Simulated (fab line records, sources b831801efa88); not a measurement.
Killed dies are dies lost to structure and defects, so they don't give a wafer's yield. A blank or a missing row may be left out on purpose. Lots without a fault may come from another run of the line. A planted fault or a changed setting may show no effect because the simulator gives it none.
One fault seen from 2 desks | flow gf180mcu | each desk has only its own numbers; what lay behind them comes last

THE TOOL OWNER'S DESK: litho_track-02
The tool's own readings at GF_POLY_GATE_COAT_05 (resist thk 700 nm): means of the sampled wafers that have a number, for each lot that ran on this tool. A lot is out of limits, marked OUT, if its mean lies more than 4 standard deviations from the usual mean; the brackets give that distance.
Columns: A = resist_line_temp_C at GF_POLY_GATE_COAT_05, usual 23.00 C
lot  | first seen here | A
L560 | day 12 08:00    | 22.99
L563 | day 13 09:00    | 23.06
L571 | day 15 17:00    | 23.03
This desk's finding: nothing out of limits on any of the 3 lots.

THE METROLOGY DESK
What the gauges read, lot by lot, whatever tool the lot ran on: means of the sampled wafers that have a number. A lot is out of limits, marked OUT, if its mean lies more than 4 standard deviations from the usual mean; the brackets give that distance.
Columns: A = DUAL_GATE_OVL at GF_DUAL_GATE_OVL_MEAS_11, usual -0.1 nm; B = POLY_GATE_CVD_00_THK at GF_POLY_GATE_THK_MEAS_01, usual 200.5 nm; C = cd_nm at GF_POLY_GATE_CD_MEAS_10, usual 280.2 nm
lot  | first seen here | A    | B     | C
L551 | day 9 06:19     | -1.5 | 202.8 | 278.6
L559 | day 11 11:25    | -0.1 | 201.0 | 280.6
L560 | day 11 19:26    | 0.9  | 201.7 | 280.5
L563 | day 12 19:23    | -1.4 | 201.0 | 280.9
L570 | day 14 17:25    | -0.3 | 200.1 | 279.6
L571 | day 15 02:29    | 0.3  | 197.8 | 280.1
This desk's finding: nothing out of limits on any of the 6 lots.

PUT TOGETHER
The tool owner's desk saw nothing out of limits.
The metrology desk saw nothing out of limits.

WHAT THE SIMULATOR HAD PUT IN
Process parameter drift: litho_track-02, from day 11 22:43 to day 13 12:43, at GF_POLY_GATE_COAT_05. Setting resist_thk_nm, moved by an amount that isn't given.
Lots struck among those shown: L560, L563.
